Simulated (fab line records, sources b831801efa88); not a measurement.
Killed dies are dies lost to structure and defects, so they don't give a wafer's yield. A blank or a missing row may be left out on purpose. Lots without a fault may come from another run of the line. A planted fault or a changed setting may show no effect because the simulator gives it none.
Which tool did it? | flow gf180mcu | 24 lots, 72 wafers sampled, at 5 steps of a route of 602

WHAT THE GAUGES READ, wafer by wafer
GF_HV_LDD_TW_MEAS_23.
lot  | measured     | on            | HV_LDD_2_TW
L074 | day 10 16:48 | film_metro-02 | 1061 1065 1066
L075 | day 11 03:38 | film_metro-01 | 1056 1058 1055
L076 | day 11 07:38 | film_metro-04 | 1058 1058 1055
L077 | day 11 17:46 | film_metro-01 | 1056 1054 1058
L078 | day 11 23:57 | film_metro-02 | 1064 1064 1069
L079 | day 12 08:23 | film_metro-02 | 1058 1059 1059
L080 | day 12 14:53 | film_metro-02 | 1064 1060 1062
L081 | day 13 01:19 | film_metro-04 | 1055 1055 1061
L082 | day 13 07:33 | film_metro-02 | 1067 1061 1066
L083 | day 13 11:19 | film_metro-02 | 1067 1065 1068
L084 | day 14 01:15 | film_metro-02 | 1065 1068 1064
L085 | day 14 04:49 | film_metro-04 | 1059 1057 1051
L086 | day 14 14:17 | film_metro-01 | 1050 1048 1047
L087 | day 14 21:05 | film_metro-02 | 1061 1065 1069
L088 | day 15 04:10 | film_metro-01 | 1055 1060 1061
L089 | day 15 14:28 | film_metro-02 | 1071 1070 1066
L090 | day 15 19:29 | film_metro-04 | 1063 1063 1064
L091 | day 16 02:50 | film_metro-01 | 1049 1046 1048
L092 | day 16 11:35 | film_metro-04 | 1053 1058 1054
L093 | day 16 16:41 | film_metro-01 | 1045 1044 1048
L094 | day 17 01:20 | film_metro-04 | 1064 1069 1067
L095 | day 17 07:05 | film_metro-04 | 1060 1067 1068
L096 | day 17 19:41 | film_metro-04 | 1066 1066 1063
L097 | day 18 03:59 | film_metro-01 | 1058 1051 1055

GF_V3_BOW_MEAS_05.
lot  | measured     | on            | V3_BOW (um)
L074 | day 21 09:27 | film_metro-01 | 128 130 129
L075 | day 21 21:27 | film_metro-03 | 127 117 134
L076 | day 22 02:37 | film_metro-02 | 136 136 124
L077 | day 22 14:45 | film_metro-03 | 107 103 118
L078 | day 22 21:08 | film_metro-02 | 101 116 115
L079 | day 23 06:32 | film_metro-02 | 131 109 110
L080 | day 23 15:46 | film_metro-03 | 110 113 112
L081 | day 24 01:22 | film_metro-02 | 120 132 136
L082 | day 24 11:22 | film_metro-01 | 100 101 107
L083 | day 24 12:02 | film_metro-01 | 119 115 124
L084 | day 25 01:03 | film_metro-03 | 143 126 133
L085 | day 25 07:35 | film_metro-03 | 126 129 121
L086 | day 25 15:12 | film_metro-02 | 119 117 125
L087 | day 25 23:39 | film_metro-03 | 115 115 103
L088 | day 26 08:39 | film_metro-02 | 135 124 128
L089 | day 26 18:22 | film_metro-03 | 125 104 106
L090 | day 26 18:30 | film_metro-01 | 127 120 110
L091 | day 27 05:58 | film_metro-03 | 116 126 125
L092 | day 27 11:46 | film_metro-03 | 116 119 120
L093 | day 27 16:31 | film_metro-03 | 121 129 118
L094 | day 27 22:56 | film_metro-01 | 105 124 110
L095 | day 28 05:02 | film_metro-02 | 103 99 117
L096 | day 28 15:37 | film_metro-03 | 110 128 115
L097 | day 28 22:54 | film_metro-01 | 130 115 119

WHICH TOOL RAN EACH LOT (tool, then ch and the chambers of the sampled wafers, then the start)
lot  | GF_SALICIDE_RTA_06               | GF_V1_SPUTTER_21             | GF_V2_SPUTTER_22
L074 | rtp_anneal-01 ch 0, day 15 02:23 | pvd_sputter-01, day 18 01:52 | pvd_sputter-04, day 20 06:36
L075 | rtp_anneal-02 ch 0, day 15 13:08 | pvd_sputter-01, day 18 13:53 | pvd_sputter-03, day 20 18:15
L076 | rtp_anneal-01 ch 0, day 15 18:44 | pvd_sputter-01, day 18 20:35 | pvd_sputter-03, day 21 00:44
L077 | rtp_anneal-01 ch 0, day 16 05:42 | pvd_sputter-01, day 19 07:45 | pvd_sputter-03, day 21 12:14
L078 | rtp_anneal-01 ch 0, day 16 12:41 | pvd_sputter-03, day 19 15:31 | pvd_sputter-03, day 21 19:23
L079 | rtp_anneal-01 ch 0, day 16 22:45 | pvd_sputter-03, day 20 02:23 | pvd_sputter-04, day 22 05:37
L080 | rtp_anneal-02 ch 0, day 17 06:37 | pvd_sputter-01, day 20 12:17 | pvd_sputter-01, day 22 14:51
L081 | rtp_anneal-01 ch 0, day 17 17:11 | pvd_sputter-01, day 20 21:52 | pvd_sputter-03, day 23 00:42
L082 | rtp_anneal-02 ch 0, day 18 03:26 | pvd_sputter-03, day 21 09:23 | pvd_sputter-01, day 23 10:45
L083 | rtp_anneal-02 ch 0, day 18 04:59 | pvd_sputter-03, day 21 10:23 | pvd_sputter-04, day 23 12:11
L084 | rtp_anneal-02 ch 0, day 18 21:26 | pvd_sputter-03, day 22 01:52 | pvd_sputter-03, day 24 03:05
L085 | rtp_anneal-01 ch 0, day 19 02:05 | pvd_sputter-01, day 22 08:38 | pvd_sputter-03, day 24 08:40
L086 | rtp_anneal-02 ch 0, day 19 11:35 | pvd_sputter-02, day 22 17:14 | pvd_sputter-04, day 24 15:47
L087 | rtp_anneal-02 ch 0, day 19 21:46 | pvd_sputter-03, day 23 02:17 | pvd_sputter-01, day 24 23:41
L088 | rtp_anneal-01 ch 0, day 20 06:45 | pvd_sputter-03, day 23 10:18 | pvd_sputter-04, day 25 09:18
L089 | rtp_anneal-02 ch 0, day 20 16:57 | pvd_sputter-03, day 23 18:56 | pvd_sputter-03, day 25 18:27
L090 | rtp_anneal-01 ch 0, day 20 22:05 | pvd_sputter-03, day 24 00:17 | pvd_sputter-03, day 25 19:24
L091 | rtp_anneal-01 ch 0, day 21 07:32 | pvd_sputter-03, day 24 09:47 | pvd_sputter-01, day 26 06:49
L092 | rtp_anneal-02 ch 0, day 21 15:40 | pvd_sputter-01, day 24 15:16 | pvd_sputter-03, day 26 12:42
L093 | rtp_anneal-01 ch 0, day 21 20:56 | pvd_sputter-02, day 24 20:17 | pvd_sputter-01, day 26 17:52
L094 | rtp_anneal-02 ch 0, day 22 05:55 | pvd_sputter-01, day 25 02:14 | pvd_sputter-04, day 26 23:38
L095 | rtp_anneal-01 ch 0, day 22 12:08 | pvd_sputter-01, day 25 10:47 | pvd_sputter-01, day 27 06:50
L096 | rtp_anneal-02 ch 0, day 23 01:38 | pvd_sputter-02, day 25 21:02 | pvd_sputter-04, day 27 17:12
L097 | rtp_anneal-02 ch 0, day 23 10:16 | pvd_sputter-02, day 26 07:25 | pvd_sputter-01, day 28 01:48
- GF_SALICIDE_RTA_06: time 30 s.
- GF_V1_SPUTTER_21: material Ti, target thk 15 nm, time 80.02 s.
- GF_V2_SPUTTER_22: material TiN, target thk 10 nm, time 40 s.

WHAT THE TOOLS THEMSELVES READ (means of the sampled wafers that have a number; where no wafer has one, the mark that the record gives instead)
GF_SALICIDE_RTA_06.
lot  | tool          | lamp_power_pct (%) | wafer_temp_C_max
L074 | rtp_anneal-01 | 6.20               | 531.7
L075 | rtp_anneal-02 | 6.36               | 532.1
L076 | rtp_anneal-01 | 6.20               | 532.0
L077 | rtp_anneal-01 | 6.20               | 532.2
L078 | rtp_anneal-01 | 6.19               | 532.1
L079 | rtp_anneal-01 | 6.20               | 531.9
L080 | rtp_anneal-02 | 6.36               | 532.4
L081 | rtp_anneal-01 | 6.20               | 531.3
L082 | rtp_anneal-02 | 6.37               | 532.0
L083 | rtp_anneal-02 | 6.36               | 531.6
L084 | rtp_anneal-02 | 6.37               | 531.7
L085 | rtp_anneal-01 | 6.20               | 532.3
L086 | rtp_anneal-02 | 6.36               | 532.3
L087 | rtp_anneal-02 | 6.37               | 532.1
L088 | rtp_anneal-01 | 6.20               | 531.9
L089 | rtp_anneal-02 | 6.36               | 531.7
L090 | rtp_anneal-01 | 6.20               | 532.2
L091 | rtp_anneal-01 | 6.20               | 532.0
L092 | rtp_anneal-02 | 6.37               | 532.1
L093 | rtp_anneal-01 | 6.19               | 532.1
L094 | rtp_anneal-02 | 6.37               | 532.0
L095 | rtp_anneal-01 | 6.19               | 532.0
L096 | rtp_anneal-02 | 6.36               | 532.3
L097 | rtp_anneal-02 | 6.36               | 531.8

GF_V1_SPUTTER_21.
lot  | tool           | throttle_valve_pct (%)
L074 | pvd_sputter-01 | 29.3
L075 | pvd_sputter-01 | 28.6
L076 | pvd_sputter-01 | 28.5
L077 | pvd_sputter-01 | 29.4
L078 | pvd_sputter-03 | 30.1
L079 | pvd_sputter-03 | 30.2
L080 | pvd_sputter-01 | 30.0
L081 | pvd_sputter-01 | 28.8
L082 | pvd_sputter-03 | 30.5
L083 | pvd_sputter-03 | 30.3
L084 | pvd_sputter-03 | 30.2
L085 | pvd_sputter-01 | 29.5
L086 | pvd_sputter-02 | 29.7
L087 | pvd_sputter-03 | 30.3
L088 | pvd_sputter-03 | 30.1
L089 | pvd_sputter-03 | 29.8
L090 | pvd_sputter-03 | 30.2
L091 | pvd_sputter-03 | 30.2
L092 | pvd_sputter-01 | 29.7
L093 | pvd_sputter-02 | 28.3
L094 | pvd_sputter-01 | 28.9
L095 | pvd_sputter-01 | 29.6
L096 | pvd_sputter-02 | 28.5
L097 | pvd_sputter-02 | 28.2

GF_V2_SPUTTER_22.
lot  | tool           | throttle_valve_pct (%)
L074 | pvd_sputter-04 | 31.3
L075 | pvd_sputter-03 | 30.3
L076 | pvd_sputter-03 | 30.1
L077 | pvd_sputter-03 | 30.1
L078 | pvd_sputter-03 | 30.2
L079 | pvd_sputter-04 | 31.8
L080 | pvd_sputter-01 | 28.6
L081 | pvd_sputter-03 | 30.0
L082 | pvd_sputter-01 | 29.5
L083 | pvd_sputter-04 | 31.6
L084 | pvd_sputter-03 | 30.2
L085 | pvd_sputter-03 | 30.1
L086 | pvd_sputter-04 | 31.4
L087 | pvd_sputter-01 | 28.1
L088 | pvd_sputter-04 | 30.2
L089 | pvd_sputter-03 | 30.1
L090 | pvd_sputter-03 | 30.3
L091 | pvd_sputter-01 | 29.1
L092 | pvd_sputter-03 | 30.1
L093 | pvd_sputter-01 | 28.1
L094 | pvd_sputter-04 | 30.5
L095 | pvd_sputter-01 | 30.3
L096 | pvd_sputter-04 | 31.1
L097 | pvd_sputter-01 | 28.3

THE ANSWER, worked out from the rows above alone
Rule: what is usual is taken from the lots themselves. Put in order of their means at a reading, lots are off if they are a third of the lots or fewer, leave a main group of 4 or more, and stand apart from it by a gap of 3 or more times the standard deviation of the main group's means; of several such gaps the widest counts. A main group whose means are all the same, to the digits that the tables above print for the reading, isn't used. A lot without any number at a reading at which 4 lots or more have one is off too. The other lots that the step has rows for count as sound. The gauges are gone through in route order, then the tools' own readings, and for those a lot's mean is taken as printed above. The first step at which some lot is off is used, and at that step the reading that is off furthest; a lot without a number counts as furthest.
No lot is off at any reading shown: from this, nothing can be told.

WHAT THE SIMULATOR HAD PUT IN
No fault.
